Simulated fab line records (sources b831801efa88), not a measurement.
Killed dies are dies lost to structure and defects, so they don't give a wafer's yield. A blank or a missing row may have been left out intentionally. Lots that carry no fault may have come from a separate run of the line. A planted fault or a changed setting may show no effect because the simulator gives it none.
Struck lot and sound lot, side by side | flow sky130 | 16 steps out of a route of 708
Sound: wafers L366.1, L366.3, L366.5. The struck wafers were L354.3, L354.4, L354.5. The cause is given at the end.
Per side, at each step with rows, come the tool, then ch with its chambers, and then its first start. Under that, the readings that differ: sound wafers | struck wafers | difference of the means | sigmas: that difference in standard deviations of wafers without a fault.
alike: a reading whose means differ by less than 2 such deviations, as well as words and numbers matching on both sides. not compared: withheld readings; readings where some wafer has no value; bounds like >300 that might hide an equal value; numbers whose values overlap and for which the record gives no deviation.
The two part at a step that has a row with sigmas, a row that says differs or no value, or rows on one side only. When numbers do not overlap yet have no deviation, they are printed without sigmas and do not part them. Lack of a reading on every wafer of one side parts them only where that side has two or more wafers.

first, 5 steps without rows for these wafers: SKY_SONOS_TUNNEL_COAT_02 (resist thk 1140 nm); SKY_SONOS_TUNNEL_SOFTBAKE_03 (time 60 s); SKY_SONOS_TUNNEL_EXPOSE_04 (exposes mask TUNM, target cd 410 nm); SKY_SONOS_TUNNEL_PEB_05; SKY_SONOS_TUNNEL_DEVELOP_06 (develop time 60 s).
SKY_SONOS_TUNNEL_CD_MEAS_07: target cd 410 nm.
  sound on cdSem-02 at day 18 13:12; struck on cdSem-01 at day 15 07:34
  alike: cdNm
SKY_SONOS_TUNNEL_OVL_MEAS_08:
  sound on overlay-01 at day 18 13:19; struck on overlay-02 at day 15 07:39
reading               | sound          | struck      | difference | sigmas
SONOS_TUNNEL_OVL (nm) | -2.5 -1.7 -2.5 | 1.6 0.1 1.6 | +3.3       | +3
then, 3 steps without rows for these wafers: SKY_SONOS_TUNNEL_IMPLANT_09; SKY_SONOS_TUNNEL_WET_ETCH_10 (etches SiO2 in dHF, target depth 14 nm, time 280 s); SKY_SONOS_TUNNEL_STRIP_11 (strips in SPM, time 600 s).
SKY_SONOS_TUNNEL_TW_MEAS_12:
  sound on filmMetro-01 at day 18 13:47; struck on filmMetro-03 at day 15 08:06
  alike: SONOS_TUNNEL_TW
then, 1 step without rows for these wafers: SKY_SONOS_TUNNEL_CLEAN_13 (cleans in dHF, time 20 s).
SKY_SONOS_ONO_OXIDATION_00: stabilise 600 s, purge 300 s, target thk 2.6 nm.
  sound on furnace-01 ch 0, day 18 15:05; struck on furnace-01 ch 0, day 15 08:10
reading                                         | sound                | struck               | difference | sigmas
spikeTcCentreC (C)                              | 801.9 802.2 801.3    | 804.8 805.7 807.5    | +4.2       | +4
spikeTcLowerC (C)                               | 798.6 802.8 802.5    | 806.0 803.8 806.7    | +4.2       | +4
spikeTcTopC (C)                                 | 813.1 812.1 812.8    | 816.4 816.9 817.2    | +4.2       | +3
spikeTcUpperC (C)                               | 800.2 800.1 800.8    | 804.5 804.6 806.3    | +4.8       | +5
tubeCenterTempC (C)                             | 800.03 799.91 800.01 | 803.96 803.96 804.11 | +4.03      | +61
tube_center_temp_C_max                          | 802.2 801.9 801.9    | 806.4 805.8 806.1    | +4.1       | +12
model.SiO2_of_SONOS_ONO_OXIDATION_00.thkNm (nm) | 2.57 2.607 2.556     | 2.797 2.756 2.76     | +0.193     | 
  alike: spikeTcBottomC, zonePowerUpperPct
SKY_SONOS_ONO_THK_MEAS_01:
  sound on filmMetro-02 at day 18 16:26; struck on filmMetro-03 at day 15 09:32
reading                      | sound          | struck         | difference | sigmas
SONOS_ONO_OXIDATION_THK (nm) | 2.61 2.57 2.66 | 2.83 2.77 2.77 | +0.18      | +4
then, 1 step without rows for these wafers: SKY_SONOS_ONO_CVD_02 (deposits Si3N4 from DCS/NH3, target thk 10.5 nm, time 180 s).
-- record jumps: 33 days separate the struck wafers' starts on either side; left off in module SONOS_ONO, taken up again in module PAD_OPEN, whose first shown step is the route's number 708 --
SKY_PAD_OPEN_PROBE_99:
  sound on prober-01 at day 50 18:08; struck on prober-01 at day 48 19:10
reading                         | sound                | struck               | difference | sigmas
model.etest.sonosErased.vtV (V) | -2.345 -2.307 -2.352 | -2.182 -2.267 -2.227 | +0.109     | 
  alike: killed_at_M0_to_M3, killed_at_M4_up, killedAtContacts, killedAtFrontEnd, killedAtOther, killedDies, killedOpen, killedShort

## WHERE THEY PART
Earliest at SKY_SONOS_TUNNEL_OVL_MEAS_08; latest, in this record, at SKY_SONOS_ONO_THK_MEAS_01. Later steps at which nothing parts them and some readings are alike: SKY_PAD_OPEN_PROBE_99.

WHY: what had been put in by the simulator
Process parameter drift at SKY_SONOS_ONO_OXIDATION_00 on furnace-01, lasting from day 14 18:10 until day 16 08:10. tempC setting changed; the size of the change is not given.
